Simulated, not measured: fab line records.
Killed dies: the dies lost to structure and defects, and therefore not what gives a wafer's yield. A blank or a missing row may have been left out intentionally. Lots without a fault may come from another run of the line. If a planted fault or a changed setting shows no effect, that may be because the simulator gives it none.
Which of the tools did it? / flow gf180mcu / 13 lots, 38 wafers sampled, at 5 steps of a route of 602

WHAT THE GAUGES READ, wafer by wafer
GF_HV_LDD_CD_MEAS_07: target cd 400 nm. Usual: cd_nm at 400.2 nm, with a standard deviation of 2.4.
lot=L156; measured=day 9 20:20; on=cd_sem-01; cd_nm (nm)=402.2 401.1 402.1; flag=
lot=L157; measured=day 10 01:43; on=cd_sem-01; cd_nm (nm)=402.7 400.6 400.3; flag=
lot=L159; measured=day 10 23:19; on=cd_sem-02; cd_nm (nm)=404.0 401.7 403.3; flag=
lot=L160; measured=day 11 04:20; on=cd_sem-01; cd_nm (nm)=396.5 398.0 396.8; flag=
lot=L161; measured=day 11 10:48; on=cd_sem-01; cd_nm (nm)=398.9 400.0 398.8; flag=
lot=L163; measured=day 12 02:47; on=cd_sem-01; cd_nm (nm)=393.8 395.3 392.9; flag=
lot=L164; measured=day 12 18:46; on=cd_sem-02; cd_nm (nm)=399.1 399.0; flag=
lot=L166; measured=day 13 15:58; on=cd_sem-02; cd_nm (nm)=397.4 397.9 398.8; flag=
lot=L173; measured=day 15 05:44; on=cd_sem-02; cd_nm (nm)=402.5 398.1 398.0; flag=
lot=L175; measured=day 15 20:16; on=cd_sem-01; cd_nm (nm)=400.7 402.5 401.5; flag=
lot=L176; measured=day 16 05:01; on=cd_sem-01; cd_nm (nm)=403.7 401.1 402.0; flag=
lot=L177; measured=day 16 14:45; on=cd_sem-01; cd_nm (nm)=398.4 398.2 398.7; flag=
lot=L179; measured=day 17 05:34; on=cd_sem-02; cd_nm (nm)=404.8 405.1 403.6; flag=

GF_PSD_OVL_MEAS_08. Usual: PSD_OVL typically reads -0.8 nm, with standard deviation 1.5.
lot=L156; measured=day 14 01:14; on=overlay-02; PSD_OVL (nm)=0.1 0.7 0.3; flag=
lot=L157; measured=day 14 06:30; on=overlay-02; PSD_OVL (nm)=0.7 -2.1 1.5; flag=
lot=L159; measured=day 15 08:07; on=overlay-01; PSD_OVL (nm)=0.2 -0.8 0.2; flag=
lot=L160; measured=day 15 12:57; on=overlay-02; PSD_OVL (nm)=-1.5 -0.3 -0.5; flag=
lot=L161; measured=day 15 21:32; on=overlay-02; PSD_OVL (nm)=-2.5 -0.4 -1.0; flag=
lot=L163; measured=day 16 16:18; on=overlay-01; PSD_OVL (nm)=-1.0 -1.5 -2.4; flag=
lot=L164; measured=day 17 09:43; on=overlay-02; PSD_OVL (nm)=-1.5 0.3; flag=
lot=L166; measured=day 18 10:05; on=overlay-01; PSD_OVL (nm)=-0.4 -3.5 1.1; flag=
lot=L173; measured=day 20 06:04; on=overlay-01; PSD_OVL (nm)=-2.6 -1.8 -3.5; flag=
lot=L175; measured=day 20 22:29; on=overlay-02; PSD_OVL (nm)=0.0 2.2 0.7; flag=
lot=L176; measured=day 21 07:55; on=overlay-02; PSD_OVL (nm)=-1.7 0.4 -0.7; flag=
lot=L177; measured=day 21 19:55; on=overlay-01; PSD_OVL (nm)=-1.5 -2.4 -2.9; flag=
lot=L179; measured=day 22 08:33; on=overlay-02; PSD_OVL (nm)=1.9 -1.2 -0.4; flag=

GF_SALICIDE_RS_MEAS_04: uses a four-point probe to measure. Usual: SALICIDE_TIN_RS typically reads 16.30 ohm/sq, with standard deviation 0.26.
lot=L156; measured=day 14 23:04; on=film_metro-01; SALICIDE_TIN_RS (ohm/sq)=15.76 16.01 16.02; flag=
lot=L157; measured=day 15 05:13; on=film_metro-01; SALICIDE_TIN_RS (ohm/sq)=16.69 16.56 16.51; flag=
lot=L159; measured=day 16 06:55; on=film_metro-02; SALICIDE_TIN_RS (ohm/sq)=16.64 16.46 16.09; flag=
lot=L160; measured=day 16 11:53; on=film_metro-04; SALICIDE_TIN_RS (ohm/sq)=16.44 15.92 16.02; flag=
lot=L161; measured=day 16 20:10; on=film_metro-01; SALICIDE_TIN_RS (ohm/sq)=16.54 16.07 16.44; flag=
lot=L163; measured=day 17 16:20; on=film_metro-02; SALICIDE_TIN_RS (ohm/sq)=16.46 16.53 16.84; flag=
lot=L164; measured=day 18 10:12; on=film_metro-02; SALICIDE_TIN_RS (ohm/sq)=16.44 13.90; flag=OFF
lot=L166; measured=day 19 11:49; on=film_metro-04; SALICIDE_TIN_RS (ohm/sq)=16.28 16.24 13.78; flag=OFF
lot=L173; measured=day 21 07:11; on=film_metro-04; SALICIDE_TIN_RS (ohm/sq)=16.32 15.69 16.04; flag=
lot=L175; measured=day 21 23:53; on=film_metro-02; SALICIDE_TIN_RS (ohm/sq)=16.42 16.38 16.38; flag=
lot=L176; measured=day 22 08:49; on=film_metro-02; SALICIDE_TIN_RS (ohm/sq)=16.36 16.15 16.37; flag=
lot=L177; measured=day 22 20:11; on=film_metro-04; SALICIDE_TIN_RS (ohm/sq)=16.21 16.21 16.17; flag=
lot=L179; measured=day 23 08:05; on=film_metro-01; SALICIDE_TIN_RS (ohm/sq)=16.49 15.98 15.88; flag=

GF_SALICIDE_THK_MEAS_05: measures by xrf. Usual: SALICIDE_TIN_THK typically reads 20.04 nm, with standard deviation 0.23.
lot=L156; measured=day 14 23:11; on=film_metro-01; SALICIDE_TIN_THK (nm)=20.27 19.97 20.17; flag=
lot=L157; measured=day 15 05:20; on=film_metro-01; SALICIDE_TIN_THK (nm)=20.21 20.10 20.21; flag=
lot=L159; measured=day 16 07:02; on=film_metro-02; SALICIDE_TIN_THK (nm)=19.90 19.85 20.05; flag=
lot=L160; measured=day 16 11:59; on=film_metro-04; SALICIDE_TIN_THK (nm)=20.38 20.38 20.56; flag=
lot=L161; measured=day 16 20:17; on=film_metro-01; SALICIDE_TIN_THK (nm)=19.83 20.00 19.84; flag=
lot=L163; measured=day 17 16:25; on=film_metro-02; SALICIDE_TIN_THK (nm)=20.14 20.32 20.06; flag=
lot=L164; measured=day 18 10:19; on=film_metro-02; SALICIDE_TIN_THK (nm)=20.04 29.83; flag=OFF
lot=L166; measured=day 19 11:55; on=film_metro-04; SALICIDE_TIN_THK (nm)=19.48 19.69 29.32; flag=OFF
lot=L173; measured=day 21 07:17; on=film_metro-04; SALICIDE_TIN_THK (nm)=19.40 20.02 19.88; flag=
lot=L175; measured=day 22 00:01; on=film_metro-02; SALICIDE_TIN_THK (nm)=20.02 20.01 20.00; flag=
lot=L176; measured=day 22 08:56; on=film_metro-02; SALICIDE_TIN_THK (nm)=20.57 20.04 20.35; flag=
lot=L177; measured=day 22 20:19; on=film_metro-04; SALICIDE_TIN_THK (nm)=19.94 19.81 20.14; flag=
lot=L179; measured=day 23 08:11; on=film_metro-01; SALICIDE_TIN_THK (nm)=20.39 20.17 20.33; flag=

TOOL THAT RAN EACH LOT (tool first, then ch and the chambers of the sampled wafers, then the start)
lot=L156; GF_SALICIDE_SPUTTER_03=pvd_sputter-01, day 14 23:01
lot=L157; GF_SALICIDE_SPUTTER_03=pvd_sputter-01, day 15 05:11
lot=L159; GF_SALICIDE_SPUTTER_03=pvd_sputter-01, day 16 06:53
lot=L160; GF_SALICIDE_SPUTTER_03=pvd_sputter-03, day 16 11:50
lot=L161; GF_SALICIDE_SPUTTER_03=pvd_sputter-03, day 16 20:08
lot=L163; GF_SALICIDE_SPUTTER_03=pvd_sputter-02, day 17 16:14
lot=L164; GF_SALICIDE_SPUTTER_03=pvd_sputter-01, day 18 10:09
lot=L166; GF_SALICIDE_SPUTTER_03=pvd_sputter-01, day 19 11:46
lot=L173; GF_SALICIDE_SPUTTER_03=pvd_sputter-03, day 21 07:08
lot=L175; GF_SALICIDE_SPUTTER_03=pvd_sputter-01, day 21 23:52
lot=L176; GF_SALICIDE_SPUTTER_03=pvd_sputter-01, day 22 08:47
lot=L177; GF_SALICIDE_SPUTTER_03=pvd_sputter-01, day 22 20:10
lot=L179; GF_SALICIDE_SPUTTER_03=pvd_sputter-01, day 23 08:01
- GF_SALICIDE_SPUTTER_03: material TiN, target thk 20 nm, time 16.7 s.

WHAT THE TOOLS THEMSELVES READ (means of the sampled wafers that have a number; where no wafer has one, the mark that the record gives instead)
GF_SALICIDE_SPUTTER_03. Usual: cathode_dc_power_W 6500.0 W, standard deviation 1.1; throttle_valve_pct 29.0 %, standard deviation 0.84.
lot=L156; tool=pvd_sputter-01; cathode_dc_power_W (W)=6499.9; throttle_valve_pct (%)=28.9; flag=
lot=L157; tool=pvd_sputter-01; cathode_dc_power_W (W)=6500.0; throttle_valve_pct (%)=29.7; flag=
lot=L159; tool=pvd_sputter-01; cathode_dc_power_W (W)=6499.5; throttle_valve_pct (%)=28.8; flag=
lot=L160; tool=pvd_sputter-03; cathode_dc_power_W (W)=6501.4; throttle_valve_pct (%)=29.4; flag=
lot=L161; tool=pvd_sputter-03; cathode_dc_power_W (W)=6500.0; throttle_valve_pct (%)=29.1; flag=
lot=L163; tool=pvd_sputter-02; cathode_dc_power_W (W)=6500.1; throttle_valve_pct (%)=29.4; flag=
lot=L164; tool=pvd_sputter-01; cathode_dc_power_W (W)=6499.7; throttle_valve_pct (%)=29.5; flag=
lot=L166; tool=pvd_sputter-01; cathode_dc_power_W (W)=6500.5; throttle_valve_pct (%)=28.2; flag=
lot=L173; tool=pvd_sputter-03; cathode_dc_power_W (W)=6499.1; throttle_valve_pct (%)=29.1; flag=
lot=L175; tool=pvd_sputter-01; cathode_dc_power_W (W)=6500.6; throttle_valve_pct (%)=29.3; flag=
lot=L176; tool=pvd_sputter-01; cathode_dc_power_W (W)=6499.6; throttle_valve_pct (%)=29.1; flag=
lot=L177; tool=pvd_sputter-01; cathode_dc_power_W (W)=6500.5; throttle_valve_pct (%)=28.5; flag=
lot=L179; tool=pvd_sputter-01; cathode_dc_power_W (W)=6500.4; throttle_valve_pct (%)=29.3; flag=

THE ANSWER, worked out from the rows above alone
Rule: a lot is off if the mean of its wafers that have a number lies more than 3 standard deviations from the usual mean. Also off: a lot with no number at a reading for which 4 or more lots have one. The other lots that the step has rows for count as sound. After the gauges, taken in route order, come the tools' own readings; for these a lot's mean is taken, as printed above. The first step at which some lot is off is used, and at that step the reading that is off furthest; a lot without a number counts as furthest.
Off: at GF_SALICIDE_RS_MEAS_04 (SALICIDE_TIN_RS), L164, L166.
A tool fits if, at a process step before that reading, it ran every lot that is off, and no sound lot after the first of them. The gauges at GF_SALICIDE_RS_MEAS_04 are tried like those tools. None of those tried fits.

WHAT THE SIMULATOR HAD PUT IN
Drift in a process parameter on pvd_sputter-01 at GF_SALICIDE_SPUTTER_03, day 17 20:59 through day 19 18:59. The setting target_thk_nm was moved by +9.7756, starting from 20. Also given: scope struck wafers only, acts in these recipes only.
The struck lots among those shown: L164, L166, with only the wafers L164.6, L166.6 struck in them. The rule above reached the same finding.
